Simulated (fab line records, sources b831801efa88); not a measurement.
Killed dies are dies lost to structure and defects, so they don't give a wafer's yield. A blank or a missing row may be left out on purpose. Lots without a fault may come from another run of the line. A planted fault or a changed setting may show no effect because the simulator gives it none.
Which tool did it? | flow gf180mcu | 12 lots, 36 wafers sampled, at 5 steps of a route of 602

WHAT THE GAUGES READ, wafer by wafer
GF_V5_OVL_MEAS_15.
lot  | measured     | on         | V5_OVL (nm)
L479 | day 27 04:01 | overlay-02 | -3 -10 -2
L482 | day 27 22:23 | overlay-01 | -1 2 4
L483 | day 28 10:28 | overlay-02 | -4 -3 0
L484 | day 28 22:37 | overlay-01 | 1 7 6
L487 | day 29 20:40 | overlay-02 | 1 9 -2
L489 | day 30 15:24 | overlay-01 | -3 -1 -4
L491 | day 30 21:01 | overlay-02 | -2 -1 2
L492 | day 31 02:23 | overlay-02 | -2 -5 -4
L493 | day 31 06:17 | overlay-01 | 11 6 3
L494 | day 31 18:05 | overlay-02 | 3 -3 2
L500 | day 33 05:09 | overlay-02 | 3 -3 -6
L502 | day 33 10:20 | overlay-02 | -2 0 -9

GF_TOP_METAL_CD_MEAS_14: target cd 440 nm.
lot  | measured     | on        | cd_nm (nm)
L479 | day 28 01:19 | cd_sem-01 | 440.0 440.6 441.0
L482 | day 28 19:03 | cd_sem-02 | 437.3 439.7 438.1
L483 | day 29 07:25 | cd_sem-01 | 441.0 439.5 441.3
L484 | day 29 18:55 | cd_sem-01 | 437.9 441.3 437.9
L487 | day 30 16:26 | cd_sem-02 | 441.0 438.8 440.8
L489 | day 31 09:38 | cd_sem-02 | 441.1 440.5 441.2
L491 | day 31 15:58 | cd_sem-02 | 443.9 442.6 441.4
L492 | day 31 21:25 | cd_sem-01 | 440.9 440.5 440.2
L493 | day 32 01:14 | cd_sem-02 | 438.3 436.6 436.8
L494 | day 32 12:15 | cd_sem-02 | 437.4 438.1 434.1
L500 | day 33 21:41 | cd_sem-01 | 398.5 398.3 323.0
L502 | day 34 02:47 | cd_sem-02 | 438.2 437.7 438.9

WHICH TOOL RAN EACH LOT (tool, then ch and the chambers of the sampled wafers, then the start)
lot  | GF_V5_CMP_26                  | GF_TOP_METAL_SPUTTER_01      | GF_TOP_METAL_EXPOSE_11
L479 | cmp-01 ch 0,2,3, day 27 05:31 | pvd_sputter-02, day 27 05:49 | iline_stepper-01 ch 0, day 27 15:13
L482 | cmp-02 ch 0,1,3, day 27 23:38 | pvd_sputter-04, day 27 23:56 | iline_stepper-02 ch 0, day 28 10:08
L483 | cmp-01 ch 0,3, day 28 11:36   | pvd_sputter-01, day 28 12:00 | iline_stepper-02 ch 0, day 28 21:56
L484 | cmp-02 ch 0,1,3, day 28 23:44 | pvd_sputter-01, day 29 00:08 | iline_stepper-02 ch 0, day 29 09:28
L487 | cmp-01 ch 0,3, day 29 21:57   | pvd_sputter-01, day 29 22:18 | iline_stepper-01 ch 0, day 30 07:13
L489 | cmp-01 ch 1,3, day 30 16:33   | pvd_sputter-02, day 30 16:54 | iline_stepper-02 ch 0, day 31 01:16
L491 | cmp-01 ch 1,2,3, day 30 22:20 | pvd_sputter-01, day 30 22:38 | iline_stepper-02 ch 0, day 31 07:13
L492 | cmp-02 ch 1,2, day 31 03:37   | pvd_sputter-02, day 31 04:01 | iline_stepper-01 ch 0, day 31 13:14
L493 | cmp-02 ch 0,3, day 31 07:27   | pvd_sputter-02, day 31 07:48 | iline_stepper-01 ch 0, day 31 17:08
L494 | cmp-02 ch 0,1,3, day 31 19:38 | pvd_sputter-04, day 31 19:56 | iline_stepper-02 ch 0, day 32 04:11
L500 | cmp-02 ch 1,2,3, day 33 06:28 | pvd_sputter-02, day 33 06:43 | iline_stepper-01 ch 0, day 33 14:29
L502 | cmp-02 ch 0,1,3, day 33 11:27 | pvd_sputter-04, day 33 11:51 | iline_stepper-02 ch 0, day 33 19:43
- GF_V5_CMP_26: polishes, stops on SiO2, t overpolish 15 s, target thk 0 nm.
- GF_TOP_METAL_SPUTTER_01: material TiN, target thk 30 nm, time 25 s.
- GF_TOP_METAL_EXPOSE_11: exposes mask MetalTop, target cd 440 nm.

WHAT THE TOOLS THEMSELVES READ (means of the sampled wafers that have a number; where no wafer has one, the mark that the record gives instead)
GF_V5_CMP_26.
lot  | tool   | motor_current_A (A) | overpolish_run_s (s) | time_to_endpoint_s (s)
L479 | cmp-01 | 10.4                | 15.001               | 85
L482 | cmp-02 | 10.5                | 15.005               | 84
L483 | cmp-01 | 11.1                | 14.991               | 84
L484 | cmp-02 | 10.5                | 14.991               | 84
L487 | cmp-01 | 11.0                | 14.998               | 89
L489 | cmp-01 | 11.9                | 15.003               | 86
L491 | cmp-01 | 11.1                | 14.997               | 85
L492 | cmp-02 | 11.3                | 15.002               | 88
L493 | cmp-02 | 9.5                 | 14.991               | 83
L494 | cmp-02 | 10.5                | 15.002               | 81
L500 | cmp-02 | 11.0                | 15.001               | 85
L502 | cmp-02 | 10.6                | 15.003               | 88

GF_TOP_METAL_SPUTTER_01.
lot  | tool           | throttle_valve_pct (%)
L479 | pvd_sputter-02 | 29.0
L482 | pvd_sputter-04 | 29.6
L483 | pvd_sputter-01 | 30.3
L484 | pvd_sputter-01 | 29.9
L487 | pvd_sputter-01 | 29.9
L489 | pvd_sputter-02 | 29.8
L491 | pvd_sputter-01 | 30.8
L492 | pvd_sputter-02 | 28.7
L493 | pvd_sputter-02 | 30.2
L494 | pvd_sputter-04 | 29.4
L500 | pvd_sputter-02 | 29.7
L502 | pvd_sputter-04 | 29.4

GF_TOP_METAL_EXPOSE_11.
lot  | tool             | exposure_dose_mJ_cm2 | stage_vel_mm_s (mm/s)
L479 | iline_stepper-01 | 169.83               | 499.84
L482 | iline_stepper-02 | 170.23               | 499.61
L483 | iline_stepper-02 | 170.10               | 500.25
L484 | iline_stepper-02 | 170.08               | 499.81
L487 | iline_stepper-01 | 169.96               | 499.86
L489 | iline_stepper-02 | 169.81               | 499.91
L491 | iline_stepper-02 | 170.19               | 499.95
L492 | iline_stepper-01 | 169.68               | 500.01
L493 | iline_stepper-01 | 169.72               | 500.20
L494 | iline_stepper-02 | 170.08               | 500.08
L500 | iline_stepper-01 | 157.91               | 500.14
L502 | iline_stepper-02 | 170.18               | 500.02

THE ANSWER, worked out from the rows above alone
Rule: what is usual is taken from the lots themselves. Put in order of their means at a reading, lots are off if they are a third of the lots or fewer, leave a main group of 4 or more, and stand apart from it by a gap of 3 or more times the standard deviation of the main group's means; of several such gaps the widest counts. A main group whose means are all the same, to the digits that the tables above print for the reading, isn't used. A lot without any number at a reading at which 4 lots or more have one is off too. The other lots that the step has rows for count as sound. The gauges are gone through in route order, then the tools' own readings, and for those a lot's mean is taken as printed above. The first step at which some lot is off is used, and at that step the reading that is off furthest; a lot without a number counts as furthest.
Off: L500, at GF_TOP_METAL_CD_MEAS_14 (cd_nm). The main group: mean 439.5 nm, standard deviation 1.7.
A tool fits if, at a process step before that reading, it ran every lot that is off, and no sound lot after the first of them. The gauges at GF_TOP_METAL_CD_MEAS_14 aren't tried: what is off there is off at GF_TOP_METAL_EXPOSE_11 too, on other tools, and a gauge's error can't cause that. Can't be told from this: 2 tools fit, pvd_sputter-02 at GF_TOP_METAL_SPUTTER_01, iline_stepper-01 at GF_TOP_METAL_EXPOSE_11.

WHAT THE SIMULATOR HAD PUT IN
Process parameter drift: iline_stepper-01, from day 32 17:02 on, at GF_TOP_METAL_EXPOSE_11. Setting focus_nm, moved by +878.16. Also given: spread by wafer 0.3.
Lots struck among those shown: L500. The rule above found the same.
